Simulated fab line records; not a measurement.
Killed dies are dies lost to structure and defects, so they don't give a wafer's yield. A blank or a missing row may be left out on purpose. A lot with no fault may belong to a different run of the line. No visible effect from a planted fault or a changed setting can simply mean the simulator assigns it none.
fab line records    flow sky130
record: lots: 12  wafers: 36  last_day: 50
route steps=708 shown CONTACT@423 METAL1@452 VIA1@460 PAD_OPEN@708
lots with no fault: from the same line, run without faults
start_h: start of the lot's first displayed wafer, in hours after the record's first day    wait_h: hours from the lot's prior step to this one    " repeats the value in the row above    L1.1+2: several wafers, shown together as one row    - either no value or no given start    * or withheld: withheld    < > ~ a bound
route shown NAME@n: names a module that has steps shown in the file, with the first one's number in the route    usual: the fault-free wafers' mean and standard deviation    same: alike in all rows    chamber/n: place in a boat    sites: per-site readings    _std_site: standard deviation across them    _edge_site: inner sites' mean taken away from outer sites' mean    radius_mm: how far each site lies from the wafer's centre    mask NAME#n: copy n    behind: the most recent tool/chamber to have shaped the wafer    hold: the reason the lot was held/the length of the hold in hours/how it ended    device: whichever transistor did not switch (one of n, p or np)    end of line: the tests these same wafers got at the end of their route    a step given without rows: its recipe and nothing more    killed: dies that structure and defects cost at the first sort, which is not the same as the wafer's yield    map: a wafer's dies, x killed, . not, _ none there
set.NAME: the run value of the setting; set.NAME@STEP: its run value at that earlier step    model.NAME: the simulator's own value behind a step, which no gauge read
steps of the route over a sample of lots; a table a step, a row a wafer
services: the hour from which a tool's chamber was out of use, counted from the record's first day as start_h (under 0 if before that day), plus the number of hours and why
== steps ==
step: SKY_CONTACT_ETCH_17
recipe: target: SiO2  chemistry: C4F8/O2/Ar  stop_on: Si3N4  mask_material: KrF-thick  source_w: 1500  bias_w: 1200  pressure_mtorr: 40  c4f8_flow_sccm: withheld  O2_flow_sccm: 6  Ar_flow_sccm: 300  time_s: withheld  target_depth_a: 3400
usual: bias_w: 1200/3.6  oes_product_au: 0.892/0.0044
lot.wafer  tool         chamber  start_h  wait_h  bias_w  oes_product_au
L343.1     rie_diel-03  0        733.58   0.0     1198    0.891
L343.2     "            2        "        "       1207    0.885
L343.4     "            3        "        "       1203    0.889
L344.2     rie_diel-01  3        739.18   0.0     1199    0.895
L344.4     "            1        "        "       1201    0.887
L344.5     "            1        "        "       1194    0.889
L347.2     rie_diel-03  0        758.97   0.0     1201    0.900
L347.3     "            1        "        "       1199    0.894
L347.6     "            0        "        "       1205    0.889
L348.1     rie_diel-02  0        782.10   0.0     1193    0.887
L348.5     "            1        "        "       1205    0.895
L348.6     "            2        "        "       1203    0.899
L354.1     rie_diel-03  1        821.93   0.0     1199    0.891
L354.3     "            0        "        "       1190    0.889
L354.4     "            2        "        "       1202    0.888
L353.3     rie_diel-03  1        824.43   0.0     1200    0.894
L353.5     "            1        "        "       1199    0.899
L353.6     "            0        "        "       1207    0.884
L357.2     rie_diel-01  0        865.58   0.0     1204    0.893
L357.5     "            1        "        "       1200    0.890
L357.6     "            2        "        "       1197    0.878
L358.2     rie_diel-03  2        865.63   0.0     1203    0.892
L358.3     "            0        "        "       1204    0.896
L358.4     "            1        "        "       1200    0.882
L360.2     rie_diel-02  1        869.53   0.0     1202    0.891
L360.3     "            2        "        "       1201    0.892
L360.5     "            0        "        "       1198    0.894
L361.1     rie_diel-02  3        872.28   0.0     1203    0.894
L361.3     "            0        "        "       1207    0.893
L361.5     "            2        "        "       1198    0.890
L364.2     rie_diel-03  0        884.48   0.0     1201    0.895
L364.4     "            3        "        "       1196    0.894
L364.5     "            2        "        "       1198    0.895
L366.3     rie_diel-03  0        907.53   0.0     1203    0.894
L366.5     "            3        "        "       1201    0.898
L366.6     "            2        "        "       1203    0.887
step: SKY_CONTACT_SPUTTER_23
recipe: material: TiN  target_thk_nm: 20  chamber_pressure_pa: 5  power_w: 4000  time_s: 80
usual: throttle_valve_pct: 29.9/0.91
lot.wafer  tool            chamber  start_h  wait_h  throttle_valve_pct
L343.1     pvd_sputter-03  -        734.29   0.0     29.7
L343.2     "               -        "        "       29.5
L343.4     "               -        "        "       32.1
L344.2     pvd_sputter-03  -        739.90   0.0     31.9
L344.4     "               -        "        "       30.6
L344.5     "               -        "        "       29.7
L347.2     pvd_sputter-04  -        759.66   0.0     28.8
L347.3     "               -        "        "       30.4
L347.6     "               -        "        "       29.0
L348.1     pvd_sputter-02  -        782.82   0.0     30.0
L348.5     "               -        "        "       30.3
L348.6     "               -        "        "       30.6
L354.1     pvd_sputter-03  -        822.64   0.0     29.5
L354.3     "               -        "        "       30.5
L354.4     "               -        "        "       29.7
L353.3     pvd_sputter-03  -        825.14   0.0     31.9
L353.5     "               -        "        "       29.6
L353.6     "               -        "        "       29.4
L357.2     pvd_sputter-03  -        866.26   0.0     30.4
L357.5     "               -        "        "       29.5
L357.6     "               -        "        "       29.9
L358.2     pvd_sputter-04  -        866.32   0.0     30.4
L358.3     "               -        "        "       28.2
L358.4     "               -        "        "       28.8
L360.2     pvd_sputter-04  -        870.22   0.0     30.3
L360.3     "               -        "        "       29.2
L360.5     "               -        "        "       28.7
L361.1     pvd_sputter-04  -        872.96   0.0     30.3
L361.3     "               -        "        "       28.7
L361.5     "               -        "        "       30.3
L364.2     pvd_sputter-03  -        885.17   0.0     30.7
L364.4     "               -        "        "       29.6
L364.5     "               -        "        "       31.9
L366.3     pvd_sputter-02  -        908.22   0.0     30.3
L366.5     "               -        "        "       30.2
L366.6     "               -        "        "       29.8
step: SKY_METAL1_ETCH_18
recipe: chemistry: N2/H2  target: BARC  ion_energy_ev: 200  bias_w: 100  pressure_mtorr: 30  n2_flow_sccm: 100  h2_flow_sccm: 200  icp_w: 500  stop_on: SiO2  time_s: 45.9  target_depth_a: 600
usual: bias_w: 100.0/0.31  drypump_motor_current_A: 5.9/0.35  oes_product_au: 0.855/0.0047  throttle_valve_pct: 13.224/0.0079
lot.wafer  tool          chamber  start_h  wait_h  bias_w  drypump_motor_current_A  oes_product_au  rf_hours_counter_h  throttle_valve_pct
L343.1     rie_metal-04  1        762.62   0.0     99.9    6.2                      0.847           7                   13.211
L343.2     "             0        "        "       99.8    6.1                      0.850           11                  13.221
L343.4     "             1        "        "       100.5   6.2                      0.849           -                   13.218
L344.2     rie_metal-03  1        767.72   0.0     100.0   5.6                      0.864           0                   13.231
L344.4     "             1        "        "       100.1   5.6                      0.855           -                   13.223
L344.5     "             0        "        "       100.3   6.1                      0.851           -                   13.226
L347.2     rie_metal-02  1        787.32   0.0     99.9    5.2                      0.862           10                  13.219
L347.3     "             1        "        "       100.0   5.2                      0.853           -                   13.227
L347.6     "             0        "        "       100.4   6.4                      0.853           -                   13.211
L348.1     rie_metal-02  1        810.62   0.0     100.2   5.2                      0.857           10                  13.209
L348.5     "             1        "        "       99.9    5.2                      0.854           -                   13.230
L348.6     "             0        "        "       100.5   6.3                      0.854           -                   13.229
L354.1     rie_metal-04  0        849.74   0.0     99.8    6.1                      0.857           14                  13.227
L354.3     "             0        "        "       100.0   6.1                      0.849           -                   13.245
L354.4     "             1        "        "       99.9    6.1                      0.855           -                   13.213
L353.3     rie_metal-02  0        851.91   0.0     100.0   6.3                      0.857           -                   13.225
L353.5     "             0        "        "       100.0   6.4                      0.854           -                   13.227
L353.6     "             1        "        "       99.9    5.2                      0.840           -                   13.218
L357.2     rie_metal-03  0        893.06   0.0     99.8    6.1                      0.858           9                   13.220
L357.5     "             1        "        "       100.4   5.7                      0.849           -                   13.233
L357.6     "             0        "        "       99.9    6.1                      0.847           -                   13.220
L358.2     rie_metal-04  0        893.29   0.0     99.6    6.1                      0.854           15                  13.223
L358.3     "             0        "        "       99.7    6.1                      0.860           -                   13.220
L358.4     "             1        "        "       100.3   6.1                      0.856           -                   13.223
L360.2     rie_metal-03  1        897.27   0.0     99.8    5.6                      0.858           5                   13.217
L360.3     "             0        "        "       100.1   6.1                      0.855           -                   13.223
L360.5     "             0        "        "       100.0   6.1                      0.852           -                   13.224
L361.1     rie_metal-04  1        899.07   0.0     100.8   6.1                      0.848           12                  13.217
L361.3     "             1        "        "       100.2   6.1                      0.860           -                   13.214
L361.5     "             1        "        "       100.5   6.1                      0.859           -                   13.233
L364.2     rie_metal-03  1        911.62   0.0     100.0   5.6                      0.855           6                   13.224
L364.4     "             0        "        "       100.5   6.1                      0.852           -                   13.207
L364.5     "             0        "        "       99.4    6.1                      0.862           -                   13.237
L366.3     rie_metal-04  1        934.72   0.0     100.0   6.1                      0.859           -                   13.232
L366.5     "             0        "        "       99.8    6.1                      0.850           -                   13.217
L366.6     "             1        "        "       99.9    6.1                      0.852           -                   13.223
step: SKY_VIA1_CMP_02
recipe: material: SiO2  down_force_psi: 4  platen_rpm: 60  pad_velocity_m_s: 0.94248
usual: head_pressure_psi: 4.002/0.008  motor_current_A: 12.0/1.6  slurry_filter_dp_kPa: 13.49/0.14
lot.wafer  tool    chamber  start_h  wait_h  head_pressure_psi  motor_current_A  slurry_filter_dp_kPa
L343.4     cmp-02  3        763.55   0.0     4.010              12.2             13.13
L343.1     "       0        "        "       4.008              13.6             13.50
L343.2     "       1        "        "       3.981              11.8             13.42
L344.4     cmp-02  3        768.70   0.1     4.006              11.8             13.45
L344.2     "       0        "        "       3.990              13.1             13.78
L344.5     "       2        "        "       4.015              9.7              13.17
L347.3     cmp-01  2        788.29   0.1     4.004              13.3             13.30
L347.2     "       3        "        "       4.005              10.9             13.42
L347.6     "       2        "        "       4.009              13.3             13.41
L348.1     cmp-01  1        811.88   0.1     4.000              11.5             13.37
L348.6     "       0        "        "       4.008              15.7             13.44
L348.5     "       1        "        "       4.010              11.1             13.85
L354.3     cmp-01  1        850.66   0.0     4.021              11.4             13.47
L354.1     "       2        "        "       3.996              13.3             13.38
L354.4     "       3        "        "       4.008              10.6             13.41
L353.3     cmp-02  0        852.86   0.1     4.014              12.9             13.45
L353.5     "       3        "        "       4.007              11.7             13.50
L353.6     "       0        "        "       4.014              13.2             13.30
L357.2     cmp-01  2        894.08   0.1     4.006              13.5             13.51
L357.6     "       0        "        "       3.996              14.6             13.47
L357.5     "       1        "        "       3.999              11.8             13.27
L358.2     cmp-01  2        894.28   0.1     4.022              13.3             13.79
L358.4     "       0        "        "       4.012              15.6             13.54
L358.3     "       1        "        "       4.005              10.9             13.54
L360.3     cmp-02  2        898.23   0.0     4.003              10.0             13.42
L360.2     "       0        "        "       4.019              12.8             13.48
L360.5     "       2        "        "       4.009              10.0             13.70
L361.3     cmp-02  2        899.99   0.0     3.986              9.6              13.40
L361.1     "       0        "        "       3.992              13.4             13.57
L361.5     "       3        "        "       4.002              11.9             13.56
L364.4     cmp-01  3        912.62   0.1     4.003              10.9             13.65
L364.2     "       0        "        "       3.996              14.4             13.50
L364.5     "       2        "        "       4.001              12.6             13.59
L366.3     cmp-01  1        935.66   0.1     4.004              11.7             13.34
L366.5     "       0        "        "       3.990              14.6             13.50
L366.6     "       1        "        "       4.004              10.7             13.54
step: SKY_PAD_OPEN_PROBE_99
usual: defect_limited_yield: 82.5/1.8  killed_at_M0_to_M3: 43/6.5  killed_at_M4_up: 3.1/1.8  killed_at_contacts: 24/4.8  killed_at_front_end: 15/4.7  killed_at_other: 0.3/0.58  killed_dies: 86/8.6  killed_open: 47/6.7  killed_short: 39/6.1
same: gross_dies: 492  killed_at_back_side: 0
lot.wafer  tool       chamber  start_h  wait_h  defect_limited_yield[%]  killed_at_M0_to_M3  killed_at_M4_up  killed_at_contacts  killed_at_front_end  killed_at_other  killed_dies  killed_open  killed_short
L347.2     prober-01  -        1095.96  0.1     81.5                     43                  6                29                  13                   0                91           55           36
L347.3     prober-01  -        1096.01  0.2     83.7                     34                  0                32                  12                   2                80           49           31
L347.6     prober-01  -        1096.16  0.2     82.7                     46                  2                26                  11                   0                85           45           40
L348.1     prober-02  -        1107.06  0.1     81.5                     44                  2                30                  14                   1                91           47           44
L348.5     prober-02  -        1107.26  0.2     79.9                     48                  6                33                  12                   0                99           54           45
L348.6     prober-02  -        1107.31  0.2     83.7                     40                  2                25                  13                   0                80           50           30
L357.2     prober-01  -        1168.75  0.1     83.7                     48                  3                19                  10                   0                80           47           33
L357.5     prober-01  -        1168.90  0.2     80.1                     61                  2                26                  9                    0                98           53           45
L357.6     prober-01  -        1168.95  0.2     82.3                     49                  6                18                  14                   0                87           47           40
L358.2     prober-01  -        1169.98  0.1     82.3                     55                  0                18                  14                   0                87           49           38
L358.3     prober-01  -        1170.03  0.2     79.3                     53                  6                23                  20                   0                102          59           43
L358.4     prober-01  -        1170.08  0.2     82.5                     35                  3                35                  13                   0                86           50           36
L360.2     prober-01  -        1176.09  0.1     81.1                     53                  0                23                  17                   0                93           51           42
L360.3     prober-01  -        1176.14  0.2     84.3                     49                  2                13                  11                   2                77           44           33
L360.5     prober-01  -        1176.24  0.2     84.8                     36                  5                21                  12                   1                75           37           38
killed by level:class
L347.2 VIA1:geometric_particle:open=19 CONTACT:geometric_particle:open=11 LI_CONTACT:geometric_particle:open=7 POLY_GATE:geometric_particle:open=4 CONTACT:geometric_particle:short=4 LOCAL_INTERCONNECT:geometric_particle:short=4 METAL1:geometric_particle:short=4 VIA3:geometric_particle:open=4
L347.3 CONTACT:geometric_particle:open=15 VIA1:geometric_particle:open=10 VIA1:geometric_particle:short=7 LI_CONTACT:geometric_particle:open=6 POLY_GATE:geometric_particle:open=5 VIA2:geometric_particle:open=5 CONTACT:geometric_particle:short=4 LOCAL_INTERCONNECT:geometric_particle:short=4
L347.6 VIA2:geometric_particle:open=10 VIA1:geometric_particle:open=8 LOCAL_INTERCONNECT:geometric_particle:short=8 VIA3:geometric_particle:open=7 CONTACT:geometric_particle:open=7 POLY_GATE:geometric_particle:short=6 VIA1:geometric_particle:short=6 METAL2:geometric_particle:short=6
L348.1 CONTACT:geometric_particle:open=10 VIA2:geometric_particle:open=9 LI_CONTACT:geometric_particle:open=8 CONTACT:geometric_particle:short=7 METAL2:geometric_particle:short=7 FIELD_ISO:geometric_particle:short=5 METAL1:geometric_particle:short=5 VIA1:geometric_particle:open=5
L348.5 LI_CONTACT:geometric_particle:open=14 CONTACT:geometric_particle:open=9 VIA3:geometric_particle:open=8 VIA1:geometric_particle:open=7 VIA2:geometric_particle:open=7 METAL1:geometric_particle:short=5 LOCAL_INTERCONNECT:geometric_particle:short=4 CONTACT:geometric_particle:short=4
L348.6 CONTACT:geometric_particle:open=10 VIA1:geometric_particle:open=10 LI_CONTACT:geometric_particle:open=8 VIA2:geometric_particle:open=8 METAL1:geometric_particle:short=7 FIELD_ISO:geometric_particle:open=6 METAL2:geometric_particle:short=5 POLY_GATE:geometric_particle:short=3
L357.2 VIA1:geometric_particle:open=17 VIA2:geometric_particle:open=8 VIA1:geometric_particle:short=6 LI_CONTACT:geometric_particle:open=5 CONTACT:geometric_particle:short=5 VIA3:geometric_particle:open=5 CONTACT:geometric_particle:open=4 FIELD_ISO:geometric_particle:short=3
L357.5 VIA1:geometric_particle:open=17 CONTACT:geometric_particle:open=9 VIA2:geometric_particle:open=8 CONTACT:geometric_particle:short=6 VIA3:geometric_particle:open=6 LOCAL_INTERCONNECT:geometric_particle:short=5 METAL1:geometric_particle:short=5 METAL2:geometric_particle:short=5
L357.6 VIA1:geometric_particle:open=11 VIA1:geometric_particle:short=6 LI_CONTACT:geometric_particle:open=6 METAL1:geometric_particle:short=6 METAL2:geometric_particle:short=5 CONTACT:geometric_particle:open=4 POLY_GATE:geometric_particle:open=4 POLY_GATE:geometric_particle:short=4
L358.2 VIA1:geometric_particle:open=14 METAL2:geometric_particle:short=13 CONTACT:geometric_particle:open=10 VIA3:geometric_particle:open=8 METAL1:geometric_particle:short=5 POLY_GATE:geometric_particle:short=4 VIA2:geometric_particle:open=4 VIA3:geometric_particle:short=4
L358.3 CONTACT:geometric_particle:open=10 VIA1:geometric_particle:open=10 VIA2:geometric_particle:open=9 VIA1:geometric_particle:short=6 POLY_GATE:geometric_particle:open=5 LI_CONTACT:geometric_particle:open=5 METAL3:geometric_particle:short=5 METAL4:geometric_particle:short=5
L358.4 LI_CONTACT:geometric_particle:open=9 CONTACT:geometric_particle:open=9 VIA2:geometric_particle:open=8 LOCAL_INTERCONNECT:geometric_particle:short=7 VIA1:geometric_particle:open=7 VIA3:geometric_particle:open=6 FIELD_ISO:geometric_particle:short=4 LI_CONTACT:geometric_particle:short=4
L360.2 VIA1:geometric_particle:open=13 LI_CONTACT:geometric_particle:open=8 METAL2:geometric_particle:short=6 VIA1:geometric_particle:short=6 METAL1:geometric_particle:short=6 METAL1:geometric_particle:open=5 VIA3:geometric_particle:open=5 FIELD_ISO:geometric_particle:open=4
L360.3 VIA1:geometric_particle:open=10 METAL1:geometric_particle:short=9 VIA2:geometric_particle:open=9 CONTACT:geometric_particle:open=8 POLY_GATE:geometric_particle:open=5 VIA2:geometric_particle:short=5 VIA3:geometric_particle:open=5 POLY_GATE:geometric_particle:short=4
L360.5 VIA1:geometric_particle:open=7 CONTACT:geometric_particle:open=6 VIA3:geometric_particle:open=6 VIA1:geometric_particle:short=5 POLY_GATE:geometric_particle:short=4 METAL4:geometric_particle:short=4 LI_CONTACT:geometric_particle:open=4 CONTACT:geometric_particle:short=4
== services ==
tool            chamber  start_h  hours  kind
cmp-01          -        717.35   1.3    repair
rie_diel-03     3        726.01   6.9    repair
cmp-02          -        729.93   1.0    repair
cmp-01          -        744.00   4.0    pm
rie_diel-03     -        768.83   0.3    repair
rie_diel-03     1        773.13   4.5    repair
rie_diel-03     0        789.49   15.7   repair
cmp-02          -        796.46   1.3    repair
cmp-02          -        797.64   0.9    repair
rie_metal-04    -        821.07   1.4    pm
pvd_sputter-03  -        830.50   0.8    repair
cmp-01          -        833.52   9.6    repair
rie_metal-03    0        841.50   3.7    repair
rie_metal-03    -        843.18   2.8    pm
rie_diel-03     2        844.41   4.7    repair
rie_diel-03     3        853.12   3.4    repair
pvd_sputter-03  -        855.03   1.9    repair
cmp-01          -        898.87   2.4    repair
cmp-02          -        908.99   7.3    pm
cmp-01          -        916.47   2.9    pm
cmp-02          -        919.40   5.2    pm
cmp-02          -        924.57   4.0    pm
cmp-01          -        928.72   4.9    pm
cmp-02          -        929.34   0.3    repair
== key ==
first_sign: step: SKY_METAL1_ETCH_18  reading: oes_product_au  direction: down  sigmas: 3.1  usual: 0.855  struck: 0.840
effect none on later readings
met_at SKY_METAL1_ETCH_18
struck_lots L353
struck_wafers L353.6
not_acting_at SKY_CONTACT_ETCH_17,SKY_CONTACT_SPUTTER_23,SKY_VIA1_CMP_02
onset_between 810.62 851.91
fault: kind: process_parameter_drift  tool: rie_metal-02  chamber: 1  onset_h: 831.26  steps: SKY_METAL1_ETCH_18  channel: ion_energy_ev  offset: -80  shape: step  end_h: 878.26  acts_in: these_recipes_only  stated: 200
